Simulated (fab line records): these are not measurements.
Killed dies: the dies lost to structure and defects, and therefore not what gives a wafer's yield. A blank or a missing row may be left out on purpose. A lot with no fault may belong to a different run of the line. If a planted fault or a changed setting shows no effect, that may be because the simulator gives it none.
Chamber matching / flow gf180mcu / 4 sister chambers for GF_V2_CMP_26 on cmp-02
The step polishes, stops on SiO2, t overpolish 15 s, target thk 0 nm. 4 wafers are shown with their chamber, then 9 later ones without.

## WAFERS, EACH WITH ITS CHAMBER
wafer=L574.4; chamber=2; motor current A (A)=11.3
wafer=L575.3; chamber=1; motor current A (A)=9.7
wafer=L575.5; chamber=0; motor current A (A)=10.5
wafer=L575.6; chamber=3; motor current A (A)=12.7

## WAFERS MISSING THEIR CHAMBER
wafer=L578.2; motor current A (A)=11.6
wafer=L578.3; motor current A (A)=13.0
wafer=L578.6; motor current A (A)=12.6
wafer=L580.1; motor current A (A)=9.6
wafer=L580.4; motor current A (A)=12.9
wafer=L580.5; motor current A (A)=12.7
wafer=L581.1; motor current A (A)=9.3
wafer=L581.2; motor current A (A)=12.2
wafer=L581.3; motor current A (A)=11.0

## WHICH CHAMBER EACH WENT THROUGH
wafer=L578.2; from the rows above=2; in truth=2
wafer=L578.3; from the rows above=3; in truth=3
wafer=L578.6; from the rows above=3; in truth=3
wafer=L580.1; from the rows above=1; in truth=1
wafer=L580.4; from the rows above=3; in truth=3
wafer=L580.5; from the rows above=3; in truth=3
wafer=L581.1; from the rows above=1; in truth=1
wafer=L581.2; from the rows above=can't be placed: 3 or 2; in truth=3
wafer=L581.3; from the rows above=can't be placed: 2 or 0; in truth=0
Correctly placed: 7 of 9. Can't be placed from these rows: 2 (the true chamber is among the candidates in 2). 0 placed wrongly.
How it was worked out, from the rows above alone: a wafer's distance from a chamber is the root of the sum, over the readings, of the square of ((its reading less the chamber's mean) divided by the reading's scatter). If the next closest chamber is less than 2 further off than the closest, the wafer can't be placed; otherwise it belongs to the closest. For every chamber, the mean is computed from those of its wafers that are shown. The scatter: with one shown wafer a chamber, the root of the mean of the squares of how far each hidden wafer lies from its nearest shown one.
